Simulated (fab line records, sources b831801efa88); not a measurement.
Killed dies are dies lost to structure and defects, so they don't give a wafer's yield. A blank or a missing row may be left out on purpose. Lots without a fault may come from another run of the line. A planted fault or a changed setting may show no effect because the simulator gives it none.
fab line records | flow gf180mcu
record lots=24 wafers=72 last_day=34
route steps=602 shown STI@1 SALICIDE@282 M1@332 M2@378 MIM@508 V5@565
lots that met no fault: from a run of the same line without faults
start_h: hours from the record's first day to the start of the lot's first wafer shown | wait_h: hours since the lot's step before | " the same as in the row above | L1.1+2: a row that stands for several wafers | - no value, or no start given | * or withheld: withheld | < > ~ a bound
route shown NAME@n: a module of which the file shows steps, and the number in the route of the first | usual: mean/standard deviation of fault-free wafers | same: alike in all rows | chamber/n: place in a boat | sites: the reading at each site | _std_site: their standard deviation | _edge_site: outer sites' mean less inner sites' | radius_mm: how far each site lies from the wafer's centre | mask NAME#n: copy n | behind: the tool/chamber that last shaped the wafer | hold: why the lot was held/for how many hours/how that ended | device: the transistor (n, p or np) that didn't switch | end of line: the same wafers' tests at the end of the route | a step without rows: its recipe alone | killed: dies lost to structure and defects at the first sort, not the wafer's yield | map: a wafer's dies, x killed, . not, _ none there
set.NAME: the setting as run; set.NAME@STEP: as run at that earlier step | model.NAME: the simulator's own value behind a step, which no gauge read
steps of the route over a sample of lots; a table a step, a row a wafer
services: from which hour (start_h, from the record's first day; less than 0 if before it) a tool's chamber was out of use, for how many hours, and why
## steps
# step GF_STI_BOW_MEAS_00
# recipe mode=bow
# usual INCOMING_BOW=0/6.4
# columns lot.wafer tool chamber start_h wait_h INCOMING_BOW[um]
L074.1 film_metro-01 - 10.00 - 0
L074.2 " - " " 6
L074.6 " - " " -5
L075.2 film_metro-04 - 15.02 - 1
L075.3 " - " " 2
L075.4 " - " " -7
L076.3 film_metro-04 - 20.04 - -6
L076.5 " - " " -16
L076.6 " - " " 4
L077.1 film_metro-03 - 25.00 - -5
L077.2 " - " " 1
L077.3 " - " " -6
L078.1 film_metro-04 - 30.00 - -7
L078.3 " - " " -8
L078.5 " - " " -6
L079.2 film_metro-03 - 35.02 - -6
L079.4 " - " " -1
L079.6 " - " " -4
L080.1 film_metro-04 - 40.00 - 7
L080.2 " - " " -4
L080.3 " - " " 17
L081.1 film_metro-03 - 45.00 - 14
L081.3 " - " " 14
L081.5 " - " " -6
L082.1 film_metro-04 - 50.00 - 1
L082.3 " - " " 15
L082.5 " - " " -8
L083.2 film_metro-04 - 55.02 - 3
L083.3 " - " " 4
L083.4 " - " " 6
L084.3 film_metro-03 - 60.04 - -1
L084.5 " - " " -3
L084.6 " - " " 1
L085.1 film_metro-04 - 65.00 - -2
L085.4 " - " " -4
L085.6 " - " " 6
L086.2 film_metro-03 - 70.02 - -11
L086.4 " - " " -3
L086.5 " - " " -3
L087.1 film_metro-04 - 75.00 - 6
L087.2 " - " " -5
L087.3 " - " " -6
L088.1 film_metro-04 - 80.00 - -3
L088.3 " - " " -5
L088.4 " - " " 8
L089.2 film_metro-04 - 85.02 - -7
L089.4 " - " " 1
L089.6 " - " " 6
L090.2 film_metro-04 - 90.02 - -6
L090.3 " - " " -7
L090.6 " - " " 0
L091.1 film_metro-03 - 95.00 - -6
L091.2 " - " " -1
L091.3 " - " " 12
L092.1 film_metro-04 - 100.00 - 7
L092.2 " - " " -2
L092.5 " - " " 1
L093.2 film_metro-04 - 105.02 - 0
L093.3 " - " " -12
L093.6 " - " " -3
L094.3 film_metro-01 - 110.04 - 3
L094.4 " - " " -15
L094.6 " - " " -10
L095.1 film_metro-04 - 115.00 - 2
L095.2 " - " " 1
L095.3 " - " " -1
L096.2 film_metro-04 - 120.02 - -6
L096.4 " - " " 1
L096.5 " - " " 2
L097.2 film_metro-03 - 125.02 - 4
L097.4 " - " " 4
L097.6 " - " " 6
# step GF_SALICIDE_RS_MEAS_04
# recipe thk_meas_gauge=four-point-probe reads=TiN_of_SALICIDE_SPUTTER_03+Co_of_SALICIDE_SPUTTER_02
# usual SALICIDE_TIN_RS=16.3/0.3
# columns lot.wafer tool chamber start_h wait_h SALICIDE_TIN_RS[ohm/sq]
L074.1 film_metro-03 - 342.30 0.0 16.6
L074.2 " - " " 16.9
L074.6 " - " " 16.7
L075.2 film_metro-02 - 352.01 0.0 16.2
L075.3 " - " " 16.1
L075.4 " - " " 16.7
L076.3 film_metro-03 - 356.85 0.1 16.3
L076.5 " - " " 16.8
L076.6 " - " " 16.2
L077.1 film_metro-03 - 370.55 0.0 16.8
L077.2 " - " " 16.3
L077.3 " - " " 16.3
L078.1 film_metro-02 - 374.45 0.0 16.2
L078.3 " - " " 16.2
L078.5 " - " " 16.5
L079.2 film_metro-02 - 379.10 0.0 16.6
L079.4 " - " " 16.7
L079.6 " - " " 16.5
L080.1 film_metro-04 - 389.28 0.0 16.2
L080.2 " - " " 16.2
L080.3 " - " " 16.1
L081.1 film_metro-04 - 403.95 0.0 16.2
L081.3 " - " " 16.5
L081.5 " - " " 16.7
L082.1 film_metro-02 - 405.95 0.0 16.2
L082.3 " - " " 15.8
L082.5 " - " " 15.9
L083.2 film_metro-02 - 415.74 0.0 16.2
L083.3 " - " " 16.2
L083.4 " - " " 16.0
L084.3 film_metro-02 - 431.31 0.1 16.6
L084.5 " - " " 16.5
L084.6 " - " " 16.5
L085.1 film_metro-04 - 435.84 0.0 16.2
L085.4 " - " " 16.1
L085.6 " - " " 16.3
L086.2 film_metro-02 - 446.12 0.0 16.4
L086.4 " - " " 16.5
L086.5 " - " " 16.6
L087.1 film_metro-02 - 452.53 0.0 16.1
L087.2 " - " " 15.9
L087.3 " - " " 16.0
L088.1 film_metro-04 - 463.35 0.0 16.6
L088.3 " - " " 16.9
L088.4 " - " " 16.9
L089.2 film_metro-04 - 472.20 0.0 16.4
L089.4 " - " " 16.4
L089.6 " - " " 16.4
L090.2 film_metro-02 - 483.90 0.0 16.1
L090.3 " - " " 16.5
L090.6 " - " " 16.2
L091.1 film_metro-03 - 507.63 0.0 16.0
L091.2 " - " " 16.0
L091.3 " - " " 16.3
L092.1 film_metro-02 - 507.93 0.0 16.6
L092.2 " - " " 16.4
L092.5 " - " " 16.4
L093.2 film_metro-02 - 516.30 0.0 16.5
L093.3 " - " " 16.0
L093.6 " - " " 16.4
L094.3 film_metro-03 - 518.99 0.1 16.6
L094.4 " - " " 16.0
L094.6 " - " " 16.5
L095.1 film_metro-02 - 526.33 0.0 15.8
L095.2 " - " " 16.0
L095.3 " - " " 16.1
L097.2 film_metro-04 - 536.78 0.0 16.4
L097.4 " - " " 16.0
L097.6 " - " " 16.3
L096.2 film_metro-03 - 539.05 0.0 15.9
L096.4 " - " " 15.5
L096.5 " - " " 16.0
# step GF_M1_STRIP_17
# recipe chemistry=O2/N2 power_w=1400 pressure_mtorr=1500 platen_temp_c=250 o2_flow_sccm=3000 n2_flow_sccm=300 overash_fraction=0.5
# usual drypump_motor_current_A=5.7/0.32 heater_power_w=368/65 n2_flow_sccm=299.9/0.83 oes_product_au=0.539/0.0048 strip_time_to_endpoint_s=7.40/0.045
# columns lot.wafer tool chamber start_h wait_h drypump_motor_current_A heater_power_w n2_flow_sccm oes_product_au rf_hours_counter_h strip_time_to_endpoint_s
L074.1 plasma_asher-02 1 388.72 0.1 6.4 367 300.8 0.530 78 7.31
L074.2 " 0 " " 6.5 299 298.5 0.546 78 7.45
L074.6 " 0 " " 6.5 308 299.5 0.543 - 7.37
L075.2 plasma_asher-02 0 399.79 0.1 6.4 309 298.6 0.532 79 7.37
L075.3 " 0 " " 6.5 307 298.6 0.543 - 7.36
L075.4 " 1 " " 6.4 368 301.3 0.538 - 7.41
L076.3 plasma_asher-01 0 404.92 0.1 5.7 310 300.8 0.544 - 7.44
L076.5 " 0 " " 5.7 306 300.8 0.541 - 7.44
L076.6 " 1 " " 5.4 455 300.0 0.548 - 7.44
L077.1 plasma_asher-01 0 419.09 0.1 5.7 304 299.1 0.537 74 7.43
L077.2 " 1 " " 5.4 453 301.1 0.530 74 7.33
L077.3 " 0 " " 5.7 305 298.6 0.529 - 7.37
L078.1 plasma_asher-01 1 423.72 0.2 5.4 465 299.5 0.543 75 7.40
L078.3 " 0 " " 5.7 308 299.8 0.538 - 7.45
L078.5 " 0 " " 5.7 308 299.4 0.544 - 7.43
L079.2 plasma_asher-01 0 429.05 0.2 5.7 305 301.3 0.541 76 7.37
L079.4 " 0 " " 5.7 304 299.1 0.539 - 7.39
L079.6 " 1 " " 5.4 453 299.7 0.541 - 7.38
L080.1 plasma_asher-03 0 439.89 0.1 6.0 315 299.5 0.536 34 7.37
L080.2 " 1 " " 5.8 371 300.9 0.543 34 7.41
L080.3 " 0 " " 6.0 322 299.7 0.538 - 7.31
L081.1 plasma_asher-01 1 455.09 0.1 5.4 444 301.5 0.537 79 7.45
L081.3 " 1 " " 5.4 462 301.3 0.534 - 7.36
L081.5 " 1 " " 5.4 457 300.8 0.531 - 7.44
L082.1 plasma_asher-01 0 456.99 0.1 5.7 305 301.0 0.536 79 7.35
L082.3 " 1 " " 5.4 457 298.7 0.540 - 7.48
L082.5 " 0 " " 5.7 308 300.1 0.536 - 7.41
L083.2 plasma_asher-01 0 467.14 0.1 5.7 311 300.3 0.538 80 7.44
L083.3 " 0 " " 5.7 313 299.5 0.541 - 7.47
L083.4 " 1 " " 5.4 458 299.5 0.540 - 7.42
L084.3 plasma_asher-01 1 483.35 0.1 5.4 456 300.3 0.530 - 7.33
L084.5 " 0 " " 5.7 302 299.4 0.533 - 7.39
L084.6 " 1 " " 5.4 463 300.2 0.538 - 7.35
L085.1 plasma_asher-03 0 486.34 0.1 6.0 322 300.6 0.542 40 7.31
L085.4 " 1 " " 5.8 366 300.1 0.539 - 7.39
L085.6 " 0 " " 5.9 326 299.3 0.532 - 7.31
L086.2 plasma_asher-01 1 497.49 0.1 5.4 447 299.7 0.544 83 7.36
L086.4 " 0 " " 5.7 305 300.2 0.544 - 7.42
L086.5 " 0 " " 5.7 306 300.0 0.539 - 7.47
L087.1 plasma_asher-01 1 503.42 0.2 5.4 456 300.7 0.534 84 7.35
L087.2 " 0 " " 5.7 315 300.5 0.539 84 7.37
L087.3 " 0 " " 5.7 304 301.9 0.537 - 7.35
L088.1 plasma_asher-01 0 514.14 0.2 5.7 305 299.6 0.534 86 7.43
L088.3 " 0 " " 5.7 308 299.3 0.539 - 7.45
L088.4 " 1 " " 5.4 465 300.1 0.548 - 7.44
L089.2 plasma_asher-01 1 521.49 0.2 5.4 461 300.9 0.545 87 7.41
L089.4 " 0 " " 5.7 311 298.9 0.544 - 7.40
L089.6 " 1 " " 5.4 453 300.7 0.538 - 7.40
L090.2 plasma_asher-03 1 533.32 0.1 5.8 371 300.2 0.536 47 7.41
L090.3 " 1 " " 5.8 371 300.4 0.548 - 7.46
L090.6 " 1 " " 5.8 369 298.7 0.548 - 7.40
L091.1 plasma_asher-03 0 556.11 0.1 5.9 322 300.2 0.546 50 7.43
L091.2 " 1 " " 5.8 366 298.8 0.534 50 7.36
L091.3 " 1 " " 5.8 369 300.4 0.539 - 7.39
L092.1 plasma_asher-01 1 556.22 0.1 5.4 464 299.0 0.545 91 7.44
L092.2 " 0 " " 5.7 301 298.5 0.532 91 7.34
L092.5 " 0 " " 5.7 310 299.8 0.538 - 7.46
L093.2 plasma_asher-01 0 564.26 0.1 5.7 303 299.4 0.541 92 7.42
L093.3 " 0 " " 5.7 300 300.4 0.544 - 7.41
L093.6 " 0 " " 5.7 308 300.5 0.550 - 7.44
L094.3 plasma_asher-01 1 566.77 0.1 5.4 457 299.3 0.543 - 7.45
L094.4 " 0 " " 5.7 306 299.5 0.531 - 7.35
L094.6 " 1 " " 5.4 451 301.2 0.539 - 7.31
L095.1 plasma_asher-02 1 574.16 0.1 6.4 357 299.8 0.541 12 7.40
L095.2 " 0 " " 6.4 328 299.4 0.532 12 7.34
L095.3 " 0 " " 6.5 330 299.8 0.535 - 7.33
L097.2 plasma_asher-03 1 583.81 0.1 5.8 368 300.7 0.537 53 7.36
L097.4 " 0 " " 5.9 323 298.8 0.536 - 7.39
L097.6 " 1 " " 5.8 357 299.9 0.536 - 7.34
L096.2 plasma_asher-01 1 585.51 0.1 5.4 452 299.7 0.538 94 7.39
L096.4 " 0 " " 5.7 304 300.4 0.539 - 7.46
L096.5 " 1 " " 5.4 454 298.4 0.539 - 7.42
# step GF_M2_METAL_ETCH_16
# recipe chemistry=Cl2/BCl3 mask_material=KrF target_depth_nm=750.8 stop_on=SiO2 pressure_mtorr=8 icp_w=800 bias_w=140 Cl2_flow_sccm=80 bcl3_flow_sccm=40 time_s=125.1
# usual drypump_motor_current_A=6.28/0.18 oes_product_au=0.988/0.0051 throttle_valve_pct=28.232/0.0093
# columns lot.wafer tool chamber start_h wait_h drypump_motor_current_A oes_product_au rf_hours_counter_h throttle_valve_pct
L074.1 rie_metal-01 0 439.69 0.0 6.42 0.981 9.1 28.225
L074.2 " 1 " " 6.41 0.989 7.4 28.217
L074.6 " 1 " " 6.44 0.990 - 28.233
L075.2 rie_metal-04 1 451.09 0.0 6.12 0.984 6.1 28.234
L075.3 " 0 " " 6.64 0.983 - 28.241
L075.4 " 1 " " 6.13 0.993 - 28.232
L076.3 rie_metal-02 1 456.09 0.1 6.09 0.989 - 28.233
L076.5 " 0 " " 6.17 0.999 - 28.226
L076.6 " 1 " " 6.10 0.983 - 28.245
L077.1 rie_metal-01 0 469.74 0.0 6.42 0.992 9.9 28.230
L077.2 " 1 " " 6.40 0.990 8.2 28.221
L077.3 " 0 " " 6.42 0.988 - 28.229
L078.1 rie_metal-01 0 474.94 0.0 6.45 0.990 10.1 28.227
L078.3 " 1 " " 6.43 0.993 - 28.221
L078.5 " 1 " " 6.43 0.989 - 28.233
L079.2 rie_metal-01 1 480.01 0.0 6.45 0.988 8.5 28.247
L079.4 " 1 " " 6.44 0.986 - 28.223
L079.6 " 0 " " 6.44 0.991 - 28.226
L080.1 rie_metal-04 0 490.79 0.0 6.62 0.985 11.6 28.224
L080.2 " 1 " " 6.13 0.987 6.8 28.235
L080.3 " 1 " " 6.12 0.984 - 28.232
L081.1 rie_metal-01 1 505.36 0.0 6.45 0.982 9.3 28.233
L081.3 " 0 " " 6.44 0.991 - 28.224
L081.5 " 0 " " 6.43 0.986 - 28.222
L082.1 rie_metal-04 1 508.31 0.0 6.13 0.982 7.4 28.240
L082.3 " 1 " " 6.12 0.982 - 28.235
L082.5 " 1 " " 6.15 0.986 - 28.240
L083.2 rie_metal-02 1 517.06 0.0 6.09 0.988 9.9 28.228
L083.3 " 1 " " 6.06 0.987 - 28.235
L083.4 " 0 " " 6.15 0.978 - 28.243
L084.3 rie_metal-02 1 532.50 0.1 6.07 0.990 - 28.239
L084.5 " 1 " " 6.06 0.986 - 28.219
L084.6 " 0 " " 6.16 0.978 - 28.244
L085.1 rie_metal-01 1 535.99 0.0 6.43 0.981 9.9 28.237
L085.4 " 1 " " 6.43 0.990 - 28.246
L085.6 " 0 " " 6.45 0.996 - 28.237
L086.2 rie_metal-02 1 545.93 0.0 6.07 0.993 10.6 28.210
L086.4 " 0 " " 6.15 0.988 - 28.249
L086.5 " 1 " " 6.06 0.982 - 28.234
L087.1 rie_metal-01 1 552.13 0.0 6.46 0.996 10.3 28.238
L087.2 " 0 " " 6.41 1.002 12.0 28.225
L087.3 " 0 " " 6.44 0.995 - 28.223
L088.1 rie_metal-04 1 561.19 0.0 6.13 0.991 9.1 28.240
L088.3 " 1 " " 6.13 0.990 - 28.223
L088.4 " 0 " " 6.60 0.983 - 28.225
L089.2 rie_metal-02 0 567.99 0.0 6.16 0.996 12.6 28.222
L089.4 " 1 " " 6.07 0.999 - 28.235
L089.6 " 0 " " 6.14 0.986 - 28.239
L090.2 rie_metal-04 1 580.66 0.0 6.15 0.994 9.7 28.219
L090.3 " 1 " " 6.12 0.991 - 28.217
L090.6 " 0 " " 6.62 0.990 - 28.221
L091.1 rie_metal-02 0 601.54 0.0 6.17 0.991 13.8 28.237
L091.2 " 1 " " 6.07 0.988 12.5 28.238
L091.3 " 1 " " 6.08 0.985 - 28.222
L092.1 rie_metal-01 0 602.08 0.0 6.40 0.993 13.7 28.237
L092.2 " 1 " " 6.43 0.984 12.0 28.220
L092.5 " 1 " " 6.38 0.987 - 28.242
L093.2 rie_metal-04 1 609.73 0.1 6.16 0.981 - 28.214
L093.3 " 1 " " 6.14 0.994 - 28.227
L093.6 " 1 " " 6.13 0.996 - 28.240
L094.3 rie_metal-04 1 612.77 0.1 6.12 0.996 - 28.217
L094.4 " 1 " " 6.15 0.989 - 28.210
L094.6 " 1 " " 6.13 0.992 - 28.232
L095.1 rie_metal-02 0 619.91 0.0 6.17 0.984 14.4 28.245
L095.2 " 1 " " 6.10 0.985 13.2 28.241
L095.3 " 0 " " 6.16 0.981 - 28.251
L097.2 rie_metal-02 0 628.24 0.0 6.18 0.992 14.7 28.254
L097.4 " 0 " " 6.19 0.983 - 28.226
L097.6 " 1 " " 6.07 0.988 - 28.229
L096.2 rie_metal-01 1 630.14 0.0 6.43 0.984 13.1 28.245
L096.4 " 1 " " 6.46 0.988 - 28.223
L096.5 " 0 " " 6.44 0.993 - 28.231
# step GF_MIM_CVD_05
# recipe material=Si3N4 target_thk_nm=42 temp_max_c=400 temp_c=385 time_s=29.086 rf_w=450
# usual heater_power_w=657/78
# columns lot.wafer tool chamber start_h wait_h heater_power_w
L074.1 pecvd-01 2 564.68 0.0 584
L074.2 " 1 " " 816
L074.6 " 0 " " 782
L075.2 pecvd-01 1 576.78 0.0 805
L075.3 " 2 " " 609
L075.4 " 0 " " 744
L076.3 pecvd-02 0 579.68 0.0 596
L076.5 " 2 " " 730
L076.6 " 0 " " 604
L077.1 pecvd-04 1 591.18 0.0 696
L077.2 " 0 " " 707
L077.3 " 2 " " 530
L078.1 pecvd-01 2 597.06 0.0 611
L078.3 " 0 " " 801
L078.5 " 1 " " 729
L079.2 pecvd-04 1 600.63 0.0 604
L079.4 " 2 " " 529
L079.6 " 0 " " 616
L080.1 pecvd-02 2 611.51 0.0 719
L080.2 " 1 " " 722
L080.3 " 0 " " 579
L081.1 pecvd-04 1 624.71 0.0 651
L081.3 " 0 " " 670
L081.5 " 0 " " 676
L082.1 pecvd-02 1 627.24 0.0 735
L082.3 " 0 " " 569
L082.5 " 1 " " 737
L083.2 pecvd-01 1 635.86 0.0 690
L083.3 " 0 " " 782
L083.4 " 0 " " 789
L084.3 pecvd-04 0 647.16 0.0 664
L084.5 " 2 " " 559
L084.6 " 0 " " 675
L085.1 pecvd-02 0 651.64 0.0 591
L085.4 " 2 " " 716
L085.6 " 1 " " 722
L086.2 pecvd-02 0 660.77 0.0 584
L086.4 " 1 " " 754
L086.5 " 2 " " 658
L087.1 pecvd-01 1 664.98 0.0 819
L087.2 " 2 " " 637
L087.3 " 0 " " 678
L088.1 pecvd-04 1 673.16 0.0 592
L088.3 " 0 " " 647
L088.4 " 2 " " 574
L089.2 pecvd-02 0 677.78 0.0 560
L089.4 " 2 " " 748
L089.6 " 0 " " 561
L090.2 pecvd-02 1 689.26 0.0 684
L090.3 " 0 " " 647
L090.6 " 2 " " 615
L091.1 pecvd-02 0 707.93 0.0 656
L091.2 " 2 " " 635
L091.3 " 1 " " 744
L092.1 pecvd-02 2 709.65 0.0 611
L092.2 " 0 " " 639
L092.5 " 0 " " 599
L093.2 pecvd-04 2 715.88 0.0 546
L093.3 " 1 " " 623
L093.6 " 0 " " 708
L094.3 pecvd-04 2 717.28 0.0 496
L094.4 " 2 " " 510
L094.6 " 0 " " 663
L095.1 pecvd-02 1 721.64 0.0 699
L095.2 " 2 " " 651
L095.3 " 0 " " 670
L097.2 pecvd-04 1 731.50 0.0 606
L097.4 " 0 " " 696
L097.6 " 2 " " 496
L096.2 pecvd-04 1 733.18 0.0 603
L096.4 " 0 " " 680
L096.5 " 1 " " 610
# step GF_V5_THK_MEAS_25
# recipe thk_meas_gauge=xrf reads=W_of_V5_CVD_23
# usual V5_W_THK=363/7.3
# columns lot.wafer tool chamber start_h wait_h V5_W_THK[nm]
L074.1 film_metro-03 - 630.80 0.1 365
L074.2 " - " " 359
L074.6 " - " " 362
L075.2 film_metro-04 - 640.86 0.1 356
L075.3 " - " " 360
L075.4 " - " " 361
L076.3 film_metro-04 - 644.78 0.1 366
L076.5 " - " " 366
L076.6 " - " " 360
L077.1 film_metro-04 - 656.26 0.1 379
L077.2 " - " " 363
L077.3 " - " " 380
L078.1 film_metro-03 - 661.23 0.1 356
L078.3 " - " " 360
L078.5 " - " " 362
L079.2 film_metro-04 - 664.23 0.1 357
L079.4 " - " " 365
L079.6 " - " " 359
L080.1 film_metro-04 - 674.25 0.1 381
L080.2 " - " " 365
L080.3 " - " " 361
L081.1 film_metro-03 - 684.47 0.1 359
L081.3 " - " " 376
L081.5 " - " " 359
L082.1 film_metro-04 - 687.60 0.1 355
L082.3 " - " " 360
L082.5 " - " " 362
L083.2 film_metro-03 - 696.84 0.1 361
L083.3 " - " " 358
L083.4 " - " " 354
L084.3 film_metro-03 - 707.34 0.1 354
L084.5 " - " " 349
L084.6 " - " " 369
L085.1 film_metro-01 - 710.71 0.1 361
L085.4 " - " " 360
L085.6 " - " " 365
L086.2 film_metro-04 - 719.11 0.1 360
L086.4 " - " " 362
L086.5 " - " " 360
L087.1 film_metro-04 - 723.30 0.1 380
L087.2 " - " " 355
L087.3 " - " " 360
L088.1 film_metro-04 - 731.20 0.1 361
L088.3 " - " " 363
L088.4 " - " " 362
L089.2 film_metro-04 - 734.91 0.1 365
L089.4 " - " " 362
L089.6 " - " " 362
L090.2 film_metro-01 - 745.11 0.1 357
L090.3 " - " " 357
L090.6 " - " " 356
L091.1 film_metro-04 - 762.75 0.1 361
L091.2 " - " " 358
L091.3 " - " " 360
L092.1 film_metro-01 - 763.57 0.1 358
L092.2 " - " " 356
L092.5 " - " " 366
L093.2 film_metro-04 - 769.74 0.1 373
L093.3 " - " " 375
L093.6 " - " " 364
L094.3 film_metro-03 - 771.26 0.1 355
L094.4 " - " " 357
L094.6 " - " " 355
L095.1 film_metro-04 - 774.85 0.1 359
L095.2 " - " " 362
L095.3 " - " " 363
L097.2 film_metro-01 - 783.23 0.1 369
L097.4 " - " " 357
L097.6 " - " " 357
L096.2 film_metro-04 - 785.47 0.1 380
L096.4 " - " " 383
L096.5 " - " " 365
## services
# columns tool chamber start_h hours kind
pecvd-04 - 368.88 14.0 pm
rie_metal-01 - 375.53 10.0 pm
pecvd-02 2 388.44 6.6 repair
rie_metal-02 - 394.01 2.8 pm
plasma_asher-01 - 398.47 5.5 repair
rie_metal-04 - 401.78 1.4 pm
pecvd-02 - 403.41 6.0 pm
rie_metal-04 0 414.77 15.8 repair
pecvd-04 2 443.31 6.9 repair
pecvd-02 - 471.08 0.7 repair
plasma_asher-01 - 476.14 2.5 repair
rie_metal-01 - 483.66 2.8 pm
rie_metal-01 - 487.01 0.7 repair
rie_metal-04 0 502.82 8.0 repair
rie_metal-02 1 506.55 5.0 repair
pecvd-04 - 511.84 2.8 pm
plasma_asher-01 - 590.36 8.8 pm
pecvd-02 - 591.12 14.0 pm
rie_metal-04 1 600.86 3.8 repair
rie_metal-02 0 636.99 4.9 repair
rie_metal-02 0 656.98 3.4 repair
plasma_asher-01 - 657.55 0.9 repair
rie_metal-01 - 658.47 1.0 repair
pecvd-02 - 717.70 1.1 repair
## key
fault none
